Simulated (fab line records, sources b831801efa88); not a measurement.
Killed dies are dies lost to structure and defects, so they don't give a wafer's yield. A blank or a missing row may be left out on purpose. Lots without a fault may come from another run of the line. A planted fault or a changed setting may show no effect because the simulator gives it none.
Which tool did it? | flow gf180mcu | 12 lots, 36 wafers sampled, at 6 steps of a route of 602

WHAT THE GAUGES READ, wafer by wafer
GF_M2_CD_MEAS_14: target cd 280 nm. Usual: cd_nm 280.2 nm, standard deviation 1.4.
lot  | measured     | on        | cd_nm (nm)        | flag
L475 | day 20 04:29 | cd_sem-01 | 278.3 279.4 280.0 |
L476 | day 20 09:09 | cd_sem-02 | 278.6 279.1 277.2 |
L477 | day 20 23:17 | cd_sem-01 | 282.4 282.3 281.0 |
L478 | day 21 09:59 | cd_sem-02 | 279.8 280.0 280.7 |
L479 | day 21 14:56 | cd_sem-01 | 282.8 282.1 281.8 |
L481 | day 22 04:19 | cd_sem-02 | 279.2 281.3 280.5 |
L488 | day 25 03:03 | cd_sem-02 | 280.5 280.8 280.8 |
L489 | day 25 12:59 | cd_sem-02 | 279.5 279.0 279.8 |
L491 | day 25 21:30 | cd_sem-01 | 280.6 280.5 281.0 |
L492 | day 26 04:14 | cd_sem-01 | 276.2 276.8 277.9 |
L493 | day 26 12:17 | cd_sem-02 | 280.4 279.8 281.1 |
L495 | day 26 22:27 | cd_sem-01 | 279.1 279.4 279.9 |

GF_M3_CD_MEAS_14: target cd 280 nm. Usual: cd_nm 279.7 nm, standard deviation 0.98.
lot  | measured     | on        | cd_nm (nm)        | flag
L475 | day 22 07:11 | cd_sem-01 | 277.1 278.4 277.8 |
L476 | day 22 11:28 | cd_sem-02 | 278.9 279.0 279.8 |
L477 | day 23 01:32 | cd_sem-01 | 280.6 281.1 281.1 |
L478 | day 23 12:06 | cd_sem-02 | 279.9 280.2 279.9 |
L479 | day 23 16:14 | cd_sem-01 | 280.0 280.4 278.8 |
L481 | day 24 06:05 | cd_sem-01 | 280.7 281.3 281.7 |
L488 | day 27 00:17 | cd_sem-01 | 279.1 279.0 279.2 |
L489 | day 27 10:00 | cd_sem-02 | 280.7 279.9 279.4 |
L491 | day 27 17:53 | cd_sem-02 | 280.8 280.2 281.2 |
L492 | day 28 00:29 | cd_sem-02 | 281.1 280.0 280.8 |
L493 | day 28 08:40 | cd_sem-02 | 279.2 279.2 280.4 |
L495 | day 28 17:13 | cd_sem-02 | 280.0 280.3 282.7 |

GF_V3_RS_MEAS_24: measures by four-point-probe. Usual: V3_W_RS 0.326 ohm/sq, standard deviation 0.0047.
lot  | measured     | on            | V3_W_RS (ohm/sq)     | flag
L475 | day 23 09:01 | film_metro-03 | 0.327 0.315 0.324    |
L476 | day 23 12:59 | film_metro-01 | 0.332 0.319 0.319    |
L477 | day 24 02:43 | film_metro-01 | 0.321 0.328 0.320    |
L478 | day 24 13:52 | film_metro-02 | 44.607 44.343 43.562 | OFF
L479 | day 24 17:28 | film_metro-03 | 43.340 43.326 43.432 | OFF
L481 | day 25 06:33 | film_metro-03 | 0.328 0.331 0.317    |
L488 | day 27 23:55 | film_metro-03 | 0.326 0.330 0.332    |
L489 | day 28 08:37 | film_metro-01 | 0.331 0.328 0.322    |
L491 | day 28 16:04 | film_metro-03 | 0.324 0.324 0.332    |
L492 | day 28 22:19 | film_metro-01 | 0.332 0.325 0.332    |
L493 | day 29 06:23 | film_metro-01 | 0.326 0.335 0.324    |
L495 | day 29 15:26 | film_metro-02 | 0.320 0.323 0.325    |

GF_V3_THK_MEAS_25: measures by xrf. Usual: V3_W_THK 346 nm, standard deviation 5.7.
lot  | measured     | on            | V3_W_THK (nm) | flag
L475 | day 23 09:07 | film_metro-03 | 341 353 343   |
L476 | day 23 13:06 | film_metro-01 | 338 353 352   |
L477 | day 24 02:49 | film_metro-01 | 352 343 356   |
L478 | day 24 13:58 | film_metro-02 | <0 <0 <0      | OFF
L479 | day 24 17:34 | film_metro-03 | <0 <0 <0      | OFF
L481 | day 25 06:40 | film_metro-03 | 341 338 352   |
L488 | day 28 00:02 | film_metro-03 | 344 341 338   |
L489 | day 28 08:43 | film_metro-01 | 344 346 354   |
L491 | day 28 16:10 | film_metro-03 | 345 345 337   |
L492 | day 28 22:25 | film_metro-01 | 345 350 345   |
L493 | day 29 06:30 | film_metro-01 | 344 339 349   |
L495 | day 29 15:34 | film_metro-02 | 351 347 346   |

WHICH TOOL RAN EACH LOT (tool, then ch and the chambers of the sampled wafers, then the start)
lot  | GF_M2_SPUTTER_03             | GF_V3_CVD_23
L475 | pvd_sputter-02, day 19 03:32 | cvd_w-02 ch 0,1, day 23 08:53
L476 | pvd_sputter-04, day 19 08:44 | cvd_w-01 ch 0,1, day 23 12:52
L477 | pvd_sputter-02, day 19 22:57 | cvd_w-01 ch 0,1, day 24 02:34
L478 | pvd_sputter-02, day 20 09:58 | cvd_w-01 ch 0,1, day 24 13:46
L479 | pvd_sputter-04, day 20 14:29 | cvd_w-01 ch 0,1, day 24 17:20
L481 | pvd_sputter-01, day 21 04:19 | cvd_w-01 ch 0,1, day 25 06:26
L488 | pvd_sputter-02, day 24 05:05 | cvd_w-01 ch 0,1, day 27 23:40
L489 | pvd_sputter-01, day 24 15:11 | cvd_w-01 ch 0,1, day 28 08:31
L491 | pvd_sputter-01, day 25 00:18 | cvd_w-01 ch 0,1, day 28 15:55
L492 | pvd_sputter-02, day 25 06:51 | cvd_w-01 ch 0,1, day 28 22:11
L493 | pvd_sputter-01, day 25 14:47 | cvd_w-01 ch 0,1, day 29 06:16
L495 | pvd_sputter-02, day 26 01:59 | cvd_w-01 ch 0, day 29 15:19
- GF_M2_SPUTTER_03: material Ti, target thk 10 nm, time 6.7 s.
- GF_V3_CVD_23: deposits W, target thk 350 nm, time 104.9 s.

WHAT THE TOOLS THEMSELVES READ (means of the sampled wafers that have a number; where no wafer has one, the mark that the record gives instead)
GF_M2_SPUTTER_03. Usual: throttle_valve_pct 30.0 %, standard deviation 0.95.
lot  | tool           | throttle_valve_pct (%) | flag
L475 | pvd_sputter-02 | 30.0                   |
L476 | pvd_sputter-04 | 30.0                   |
L477 | pvd_sputter-02 | 29.5                   |
L478 | pvd_sputter-02 | 29.3                   |
L479 | pvd_sputter-04 | 28.2                   |
L481 | pvd_sputter-01 | 30.9                   |
L488 | pvd_sputter-02 | 29.4                   |
L489 | pvd_sputter-01 | 30.6                   |
L491 | pvd_sputter-01 | 30.6                   |
L492 | pvd_sputter-02 | 29.2                   |
L493 | pvd_sputter-01 | 31.1                   |
L495 | pvd_sputter-02 | 29.4                   |

GF_V3_CVD_23. Usual: chamber_pressure_Torr 40.01 Torr, standard deviation 0.076; heater_power_outer_w 508 W, standard deviation 43; heater_power_w 824 W, standard deviation 88.
lot  | tool     | chamber_pressure_Torr (Torr) | heater_power_outer_w (W) | heater_power_w (W) | flag
L475 | cvd_w-02 | 40.01                        | 480                      | 780                |
L476 | cvd_w-01 | 39.99                        | 517                      | 834                |
L477 | cvd_w-01 | 40.01                        | 521                      | 831                |
L478 | cvd_w-01 | -                            | -                        | -                  | OFF
L479 | cvd_w-01 | -                            | -                        | -                  | OFF
L481 | cvd_w-01 | 39.93                        | 516                      | 818                |
L488 | cvd_w-01 | 40.00                        | 516                      | 847                |
L489 | cvd_w-01 | 39.99                        | 519                      | 835                |
L491 | cvd_w-01 | 39.95                        | 513                      | 834                |
L492 | cvd_w-01 | 40.01                        | 518                      | 846                |
L493 | cvd_w-01 | 40.07                        | 515                      | 833                |
L495 | cvd_w-01 | 40.05                        | 518                      | 819                |

THE ANSWER, worked out from the rows above alone
Rule: a lot is off if the mean of its wafers that have a number lies more than 3 standard deviations from the usual mean. A lot without any number at a reading at which 4 lots or more have one is off too. The other lots that the step has rows for count as sound. The gauges are gone through in route order, then the tools' own readings, and for those a lot's mean is taken as printed above. The first step at which some lot is off is used, and at that step the reading that is off furthest; a lot without a number counts as furthest.
Off: L478, L479, at GF_V3_RS_MEAS_24 (V3_W_RS).
A tool fits if, at a process step before that reading, it ran every lot that is off, and no sound lot after the first of them. The gauges at GF_V3_RS_MEAS_24 aren't tried: what is off there is off at GF_V3_CVD_23 too, on other tools, and a gauge's error can't cause that. None of those tried fits.

WHAT THE SIMULATOR HAD PUT IN
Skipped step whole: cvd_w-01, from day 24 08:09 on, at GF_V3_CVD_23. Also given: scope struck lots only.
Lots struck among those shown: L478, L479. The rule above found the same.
